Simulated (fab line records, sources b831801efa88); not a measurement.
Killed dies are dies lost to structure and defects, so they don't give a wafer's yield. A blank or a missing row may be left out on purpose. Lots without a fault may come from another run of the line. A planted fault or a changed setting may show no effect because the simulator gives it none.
Problem report in the 8D (eight disciplines) form, filled by code | flow sky130 | the parts of the form that need people (team, actions taken, sign-off) are left out

1. THE PROBLEM
heater_power_total_W at SKY_CONTACT_DEHYDRATE_06 reads a mean of 164.03 W on 9 wafers of 3 lots; wafers without a fault read 160.40 W with a standard deviation of 0.13. That is +28 standard deviations from the usual mean.
The step: time 60 s.
First seen on wafer L670.1, day 33 13:33, on litho_track-01. The record holds 36 wafers of 12 lots with a number at this step. Rule for "out", or "out of limits": more than 4 standard deviations from the usual mean. The other wafers with a number count as sound.

2. WHAT IT IS AND WHAT IT IS NOT
question                    | is                                 | is not
which readings at this step | heater_power_total_W, plate_temp_C | -
which lots                  | L670, L672, L674                   | L664, L666, L671, L679, L682, L683, L685, L686, L687
which wafers of those lots  | all that have a number             | -
read on which tools         | litho_track-01                     | litho_track-02, litho_track-04
when                        | from day 33 13:33                  | up to then (6 sound wafers); but 21 sound wafers of L671, L679, L682, L683, L685, L686, L687 came after

3. SUSPECTS, AND WHAT RULES EACH OUT
Counting: a tool at a process step up to the reading stays a suspect if it ran every lot that is out and no sound lot after the first of them.
- litho_track-01 at SKY_CONTACT_DEHYDRATE_06 (time 60 s): ruled out as a lasting fault. Sound lots L682 ran on it after its first lot that is out, L670 (day 33 13:33).
Left after counting: nothing in the record.

4. THE CAUSE (what the simulator had put in)
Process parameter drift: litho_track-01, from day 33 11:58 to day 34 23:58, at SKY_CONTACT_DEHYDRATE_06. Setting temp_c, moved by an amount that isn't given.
Counting ruled it out, wrongly.

5. THE CHAIN OF EFFECTS, in route order
Each row: a reading whose mean over the struck wafers that have a number lies more than 3 standard deviations from the usual. Only readings for which the record gives a usual standard deviation are gone through. hours: the time from each lot's start at the first step in this table that gives one to its start at this step, as a median over the lots. sigmas: the change in usual standard deviations.
hours | step                     | reading              | usual    | on struck wafers | change | sigmas
0     | SKY_CONTACT_DEHYDRATE_06 | heater_power_total_W | 160.40 W | 164.03           | +3.63  | +28
0     | SKY_CONTACT_DEHYDRATE_06 | plate_temp_C         | 200.00 C | 203.63           | +3.63  | +23
The process steps in it:
- SKY_CONTACT_DEHYDRATE_06: time 60 s.

6. WHAT WOULD HAVE CAUGHT IT SOONER
In this record the first reading out of limits was taken at day 33 13:33, 2 hours after the fault began at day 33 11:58.
